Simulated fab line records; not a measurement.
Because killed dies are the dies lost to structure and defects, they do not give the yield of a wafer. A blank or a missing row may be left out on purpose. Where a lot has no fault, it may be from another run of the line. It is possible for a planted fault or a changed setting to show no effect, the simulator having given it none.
A single fault, viewed from 2 desks + flow sky130 + each desk holds nothing but its own numbers, with what lay behind them at the end

## FROM THE METROLOGY DESK
Lot by lot, what the gauges showed, no matter which tool ran the lot: averages of those sampled wafers that carry a number. If a lot's mean is further than 4 standard deviations from the usual mean, the lot is out of limits and carries the mark OUT (the distance appears in the brackets).
Columns: A = cd_nm at SKY_VT_ADJUST_HVTP_CD_MEAS_07, usual 379.9 nm; B = GATE_OXIDE_OXIDATION_00_THK at SKY_GATE_OXIDE_THK_MEAS_02, usual 10.32 nm
| lot  | first seen here | A     | B               |
|------|-----------------|-------|-----------------|
| L675 | day 6 10:48     | 379.7 | 9.97            |
| L676 | day 6 14:28     | 381.7 | 10.01           |
| L678 | day 7 03:26     | 379.0 | 10.05           |
| L679 | day 7 12:04     | 378.6 | 10.25           |
| L680 | day 7 19:31     | 380.7 | 10.30           |
| L681 | day 8 04:10     | 385.1 | 10.32           |
| L682 | day 8 04:25     | 383.1 | 10.29           |
| L684 | day 8 19:29     | 379.0 | 10.52           |
| L685 | day 8 23:10     | 379.3 | 10.12           |
| L694 | day 11 07:56    | 381.2 | 9.00 (-6.6) OUT |
| L695 | day 11 14:17    | 380.5 | 9.21 (-5.6) OUT |
| L697 | day 12 04:05    | 377.9 | 10.41           |
Per this desk, out of limits: L694, L695; the first was L694, day 19 18:50 (GATE_OXIDE_OXIDATION_00_THK at SKY_GATE_OXIDE_THK_MEAS_02). L675, L676, L678, L679, L680, L681, L682, L684, L685, L697 stayed within limits.

## AT THE TOOL OWNER'S DESK: furnace-01
The tool's own readings at SKY_GATE_OXIDE_OXIDATION_01 (stabilise 600 s, purge 300 s, target thk 10.268 nm): means of the sampled wafers that have a number, for each lot that ran on this tool. If a lot's mean is further than 4 standard deviations from the usual mean, the lot is out of limits and carries the mark OUT (the distance appears in the brackets).
Columns: A = spike_tc_bottom_C at SKY_GATE_OXIDE_OXIDATION_01, usual 915.8 C; B = spike_tc_centre_C at SKY_GATE_OXIDE_OXIDATION_01, usual 899.9 C; C = spike_tc_lower_C at SKY_GATE_OXIDE_OXIDATION_01, usual 900.8 C; D = spike_tc_top_C at SKY_GATE_OXIDE_OXIDATION_01, usual 910.7 C; E = spike_tc_upper_C at SKY_GATE_OXIDE_OXIDATION_01, usual 898.6 C; F = zone_power_bottom_pct at SKY_GATE_OXIDE_OXIDATION_01, usual 29.6 %
| lot  | first seen here | A                | B               | C               | D                | E                | F    |
|------|-----------------|------------------|-----------------|-----------------|------------------|------------------|------|
| L679 | day 14 12:45    | 916.2            | 900.4           | 900.3           | 909.7            | 898.4            | 29.4 |
| L681 | day 15 10:22    | 917.5            | 899.9           | 901.7           | 908.5            | 899.9            | 29.5 |
| L682 | day 15 13:16    | 917.6            | 899.6           | 900.3           | 909.9            | 900.0            | 29.4 |
| L684 | day 16 09:17    | 917.2            | 901.1           | 901.6           | 910.1            | 898.4            | 29.7 |
| L685 | day 16 12:14    | 917.2            | 900.4           | 900.5           | 909.6            | 898.7            | 29.6 |
| L694 | day 19 17:25    | 905.2 (-5.6) OUT | 889.0 (-11) OUT | 888.7 (-11) OUT | 897.4 (-9.5) OUT | 887.7 (-9.1) OUT | 28.7 |
| L695 | day 19 23:13    | 904.4 (-6.0) OUT | 887.8 (-12) OUT | 889.4 (-10) OUT | 897.8 (-9.2) OUT | 886.0 (-11) OUT  | 28.7 |
Finding of this desk: L694, L695 out of limits; the first was L694 at day 19 17:25, on spike_tc_bottom_C at SKY_GATE_OXIDE_OXIDATION_01. L679, L681, L682, L684, L685 stayed within limits.

## ALL TOGETHER
The tool owner's desk had the chance to raise an alarm at day 19 17:25 on L694, L695.
The metrology desk could have raised an alarm at day 19 18:50, on L694, L695.
The lots listed all ran SKY_GATE_OXIDE_OXIDATION_01 on furnace-01.

## WHAT WAS PUT IN BY THE SIMULATOR
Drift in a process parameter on furnace-01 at SKY_GATE_OXIDE_OXIDATION_01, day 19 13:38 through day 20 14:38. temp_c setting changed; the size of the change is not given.
Shown lots that were struck: L694, L695.
Hours from the fault's start to each desk's first reading out of limits: the tool owner's desk, 4; the metrology desk, 5.
